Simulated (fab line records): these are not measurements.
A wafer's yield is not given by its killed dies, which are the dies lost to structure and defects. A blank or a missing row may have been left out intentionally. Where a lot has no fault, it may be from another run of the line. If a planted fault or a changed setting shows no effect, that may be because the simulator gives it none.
Which tool was responsible? ; flow gf180mcu ; 6 lots with 18 wafers sampled at 2 steps, on a route of 602 steps

== WHAT EACH GAUGE READ, for each wafer ==
GF_VT_IMPLANT_TW_MEAS_10.
lot;measured;on;VT_IMPLANT_TW
L508;day 6 02:57;film_metro-02;574 567 568
L511;day 6 20:44;film_metro-03;559 563 560
L513;day 7 11:47;film_metro-03;586 582 587
L515;day 7 22:53;film_metro-01;592 592 586
L525;day 10 13:51;film_metro-02;569 569 570
L528;day 11 05:38;film_metro-03;556 557 558

== WHAT TOOL EACH LOT RAN ON (gives the tool, then ch and the chambers of the sampled wafers, and finally the start) ==
lot;GF_VT_IMPLANT_IMPLANT_08
L508;implanter-04 ch 0, day 6 02:43
L511;implanter-04 ch 0, day 6 20:32
L513;implanter-04 ch 0, day 7 11:32
L515;implanter-04 ch 0, day 7 22:38
L525;implanter-04 ch 0, day 10 13:36
L528;implanter-04 ch 0, day 11 05:24
- GF_VT_IMPLANT_IMPLANT_08

== THE ANSWER, worked out from the rows above alone ==
Rule: usual is defined by the lots themselves. Put in order of their means at a reading, lots are off if they are a third of the lots or fewer, leave a main group of 4 or more, and stand apart from it by a gap of 3 or more times the standard deviation of the main group's means; of several such gaps the widest counts. The tables above print the reading to a certain number of digits; a main group whose means all agree to those digits is not used. A lot without any number at a reading at which 4 lots or more have one is off too. Where the step has rows for the other lots, those lots are counted as sound.
Nothing can be told from this: no lot is off at any reading shown.

== WHAT THE SIMULATOR HAD PUT IN ==
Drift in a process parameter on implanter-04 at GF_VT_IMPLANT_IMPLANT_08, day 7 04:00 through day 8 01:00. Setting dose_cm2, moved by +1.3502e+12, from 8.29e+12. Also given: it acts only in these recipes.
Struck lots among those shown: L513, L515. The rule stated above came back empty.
